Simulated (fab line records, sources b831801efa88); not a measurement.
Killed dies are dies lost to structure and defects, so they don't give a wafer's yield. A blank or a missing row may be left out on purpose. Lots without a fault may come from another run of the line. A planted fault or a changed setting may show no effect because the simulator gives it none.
fab line records | flow gf180mcu
record lots=6 wafers=18 last_day=33
route steps=602 shown STI@1
lots that met no fault: from a run of the same line without faults
start_h: hours from the record's first day to the start of the lot's first wafer shown | wait_h: hours since the lot's step before | " the same as in the row above | L1.1+2: a row that stands for several wafers | - no value, or no start given | * or withheld: withheld | < > ~ a bound
route shown NAME@n: a module of which the file shows steps, and the number in the route of the first | usual: mean/standard deviation of fault-free wafers | same: alike in all rows | chamber/n: place in a boat | sites: the reading at each site | _std_site: their standard deviation | _edge_site: outer sites' mean less inner sites' | radius_mm: how far each site lies from the wafer's centre | mask NAME#n: copy n | behind: the tool/chamber that last shaped the wafer | hold: why the lot was held/for how many hours/how that ended | device: the transistor (n, p or np) that didn't switch | end of line: the same wafers' tests at the end of the route | a step without rows: its recipe alone | killed: dies lost to structure and defects at the first sort, not the wafer's yield | map: a wafer's dies, x killed, . not, _ none there
set.NAME: the setting as run; set.NAME@STEP: as run at that earlier step | model.NAME: the simulator's own value behind a step, which no gauge read
lots at some steps of the route; a table a step, a row a wafer
services: from which hour (start_h, from the record's first day; less than 0 if before it) a tool's chamber was out of use, for how many hours, and why
## steps
# step GF_STI_BOW_MEAS_00
# recipe mode=bow
# usual INCOMING_BOW=0/6.5
# columns lot.wafer tool chamber start_h wait_h INCOMING_BOW[um]
L990.3 film_metro-03 - 20.04 - -1
L990.5 " - " " -2
L990.6 " - " " -6
L103.1 film_metro-02 - 85.00 - 4
L103.4 " - " " -1
L103.6 " - " " 4
L104.2 film_metro-02 - 90.02 - 2
L104.3 " - " " 1
L104.5 " - " " 4
L106.1 film_metro-03 - 100.00 - 6
L106.3 " - " " -1
L106.5 " - " " 2
L107.2 film_metro-01 - 105.02 - 0
L107.5 " - " " -8
L107.6 " - " " 4
L108.3 film_metro-01 - 110.04 - 5
L108.4 " - " " -2
L108.6 " - " " -4
# step GF_STI_OXIDATION_01
# recipe temp_c=900 ambient=O2 stabilise_s=600 purge_s=300 target_thk_a=100 ox_time_s=1418
# step GF_STI_THK_MEAS_02
# recipe reads=SiO2_of_STI_OXIDATION_01
# usual STI_OXIDATION_THK=10.20/0.17
# columns lot.wafer tool chamber start_h wait_h STI_OXIDATION_THK[nm]
L990.3 film_metro-03 - 22.86 0.0 10.20
L990.5 " - " " 10.35
L990.6 " - " " 10.47
L103.1 film_metro-01 - 86.51 0.0 10.35
L103.4 " - " " 10.27
L103.6 " - " " 10.42
L104.2 film_metro-01 - 92.30 0.0 10.07
L104.3 " - " " 10.14
L104.5 " - " " 10.24
L106.1 film_metro-01 - 101.68 0.0 10.07
L106.3 " - " " 9.83
L106.5 " - " " 10.01
L107.2 film_metro-02 - 107.89 0.0 10.08
L107.5 " - " " 10.11
L107.6 " - " " 9.95
L108.3 film_metro-03 - 111.53 0.0 10.08
L108.4 " - " " 10.21
L108.6 " - " " 10.00
# step GF_STI_CVD_03
# recipe material=Si3N4 precursor=DCS/NH3 target_thk_nm=207.16 temp_c=770 time_s=3551 pressure_mtorr=250
# step GF_STI_THK_MEAS_04
# recipe reads=Si3N4_of_STI_CVD_03
# usual STI_CVD_03_THK=207.2/2
# columns lot.wafer tool chamber start_h wait_h STI_CVD_03_THK[nm]
L990.3 film_metro-03 - 24.91 0.0 202.7
L990.5 " - " " 202.8
L990.6 " - " " 203.4
L103.1 film_metro-02 - 88.56 0.0 206.9
L103.4 " - " " 206.3
L103.6 " - " " 208.5
L104.2 film_metro-02 - 94.35 0.0 207.2
L104.3 " - " " 206.4
L104.5 " - " " 206.8
L106.1 film_metro-03 - 103.72 0.0 211.8
L106.3 " - " " 209.2
L106.5 " - " " 209.5
L107.2 film_metro-03 - 109.94 0.0 206.1
L107.5 " - " " 205.8
L107.6 " - " " 205.6
L108.3 film_metro-01 - 113.58 0.0 206.9
L108.4 " - " " 206.5
L108.6 " - " " 206.2
# step GF_STI_DEHYDRATE_05
# recipe temp_c=200 time_s=60
# step GF_STI_HMDS_06
# recipe prime_time_s=60 prime_temp_c=120
# step GF_STI_COAT_07
# recipe resist=KrF spin_rpm=withheld resist_thk_nm=700
# step GF_STI_SOFTBAKE_08
# recipe temp_c=130 time_s=60 resist=KrF
# step GF_STI_EXPOSE_09
# recipe mask_id=COMP target_cd_nm=220 na=0.68 source_shape=conventional sigma_outer=0.6 dose_mj=28
# usual exposure_dose_mJ_cm2=27.986/0.029 focus_offset_nm=-0.1/0.5
# columns lot.wafer tool chamber start_h wait_h mask exposure_dose_mJ_cm2 focus_offset_nm
L990.3 krf_scanner-01 0 30.76 - COMP#0 27.987 0.5
L990.5 " 0 " " COMP#0 28.042 1.1
L990.6 " 0 " " COMP#0 27.998 0.2
L103.1 krf_scanner-02 - 95.27 - COMP#0 - -
L103.4 " - " " COMP#0 - -
L103.6 " - " " COMP#0 - -
L104.2 krf_scanner-01 - 101.91 - COMP#0 - -
L104.3 " - " " COMP#0 - -
L104.5 " - " " COMP#0 - -
L106.1 krf_scanner-02 0 111.29 - COMP#0 27.973 0.6
L106.3 " 0 " " COMP#0 27.999 0.4
L106.5 " 0 " " COMP#0 27.988 0.1
L107.2 krf_scanner-01 0 117.61 - COMP#0 27.992 -0.1
L107.5 " 0 " " COMP#0 28.030 0.1
L107.6 " 0 " " COMP#0 27.992 -0.2
L108.3 krf_scanner-02 0 121.48 - COMP#0 27.936 -0.2
L108.4 " 0 " " COMP#0 27.949 0.0
L108.6 " 0 " " COMP#0 27.965 -0.6
# step GF_STI_PEB_10
# recipe peb_temp_c=135 peb_time_s=90 resist=KrF
## services
# columns tool chamber start_h hours kind
krf_scanner-01 - 10.31 2.8 repair
krf_scanner-01 0 18.46 - calibration
krf_scanner-01 - 32.53 1.0 pm
krf_scanner-02 - 63.68 1.3 pm
krf_scanner-02 0 64.85 - calibration
krf_scanner-02 - 78.20 1.0 pm
## key
first_sign step=GF_STI_EXPOSE_09 reading=tool_record direction=missing
effect none on later readings
met_at GF_STI_EXPOSE_09
struck_wafers L103.1,L103.4,L103.6,L104.2,L104.3,L104.5
later_rows_left_out L103.1,L103.4,L103.6,L104.2,L104.3,L104.5
sort_left_out L103.1,L103.4,L103.6,L104.2,L104.3,L104.5
tester_left_out L103,L104
onset_between 30.76 95.27
fault kind=skipped_step_whole tool=krf_scanner-01,krf_scanner-02 chamber=- onset_h=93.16 steps=GF_STI_EXPOSE_09 scope=struck_lots_only
# tester_left_out: of these lots the tester's yield and bins aren't shown, on N5 and GAA mostly nor the transistor test; their killed dies are dies lost to structure and defects alone, not to doping, threshold or leakage, so they don't give the yield
# sort_left_out: the simulated sort isn't trusted on such a fault, so these wafers' sort isn't shown, and their yield isn't known
# later_rows_left_out: the simulator's readings of these wafers behind a module that went badly wrong aren't trusted and aren't shown, but for the sort
